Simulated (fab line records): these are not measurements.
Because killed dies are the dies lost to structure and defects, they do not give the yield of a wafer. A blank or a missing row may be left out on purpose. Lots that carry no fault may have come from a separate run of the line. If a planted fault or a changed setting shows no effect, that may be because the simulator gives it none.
Chamber matching :: flow sky130 :: 4 sister chambers for SKY_VIA4_CMP_21 on cmp-01
The step polishes, stops on SiO2, t overpolish 25 s, target thk 0 nm. 8 wafers are shown with their chamber, then 10 later ones without.

WAFERS WITH THEIR CHAMBER
wafer: L192.1
chamber: 1
motorCurrentA (A): 13.0
timeToEndpointS (s): 117

wafer: L193.2
chamber: 1
motorCurrentA (A): 13.6
timeToEndpointS (s): 121

wafer: L197.2
chamber: 2
motorCurrentA (A): 11.3
timeToEndpointS (s): 117

wafer: L202.1
chamber: 0
motorCurrentA (A): 12.5
timeToEndpointS (s): 119

wafer: L202.2
chamber: 3
motorCurrentA (A): 9.8
timeToEndpointS (s): 119

wafer: L202.3
chamber: 2
motorCurrentA (A): 11.7
timeToEndpointS (s): 114

wafer: L204.3
chamber: 3
motorCurrentA (A): 9.8
timeToEndpointS (s): 117

wafer: L204.4
chamber: 0
motorCurrentA (A): 12.2
timeToEndpointS (s): 119

WAFERS WITHOUT THEIR CHAMBER
wafer: L204.5
motorCurrentA (A): 12.0
timeToEndpointS (s): 116

wafer: L207.3
motorCurrentA (A): 13.3
timeToEndpointS (s): 116

wafer: L207.4
motorCurrentA (A): 12.8
timeToEndpointS (s): 113

wafer: L207.5
motorCurrentA (A): 13.1
timeToEndpointS (s): 113

wafer: L206.3
motorCurrentA (A): 11.3
timeToEndpointS (s): 114

wafer: L206.5
motorCurrentA (A): 12.2
timeToEndpointS (s): 118

wafer: L206.6
motorCurrentA (A): 13.6
timeToEndpointS (s): 118

wafer: L210.1
motorCurrentA (A): 13.5
timeToEndpointS (s): 115

wafer: L210.2
motorCurrentA (A): 11.8
timeToEndpointS (s): 112

wafer: L210.6
motorCurrentA (A): 9.8
timeToEndpointS (s): 113

WHICH CHAMBER EACH ONE RAN IN
wafer: L204.5
from the rows above: can't be placed: 2 or 0
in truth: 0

wafer: L207.3
from the rows above: 1
in truth: 1

wafer: L207.4
from the rows above: can't be placed: 0 or 1 or 2
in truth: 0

wafer: L207.5
from the rows above: can't be placed: 1 or 0
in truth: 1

wafer: L206.3
from the rows above: 2
in truth: 2

wafer: L206.5
from the rows above: 0
in truth: 0

wafer: L206.6
from the rows above: 1
in truth: 1

wafer: L210.1
from the rows above: 1
in truth: 1

wafer: L210.2
from the rows above: 2
in truth: 2

wafer: L210.6
from the rows above: 3
in truth: 3
Placed correctly: 7 of 10. From these rows, 3 cannot be placed; in 3 the true chamber is one of the candidates. Placed wrongly: 0.
How it was worked out, from the rows above alone: a wafer's distance from a chamber is the root of the sum, over the readings, of the square of ((its reading less the chamber's mean) divided by the reading's scatter). The wafer belongs to the nearest chamber; if the next one is less than 2 further off, it can't be placed. A chamber's mean is the mean of its shown wafers. How the scatter is found: for the shown wafers, subtract from each reading the mean of its chamber, square and add these, divide the total by (wafers less chambers), then take the root.
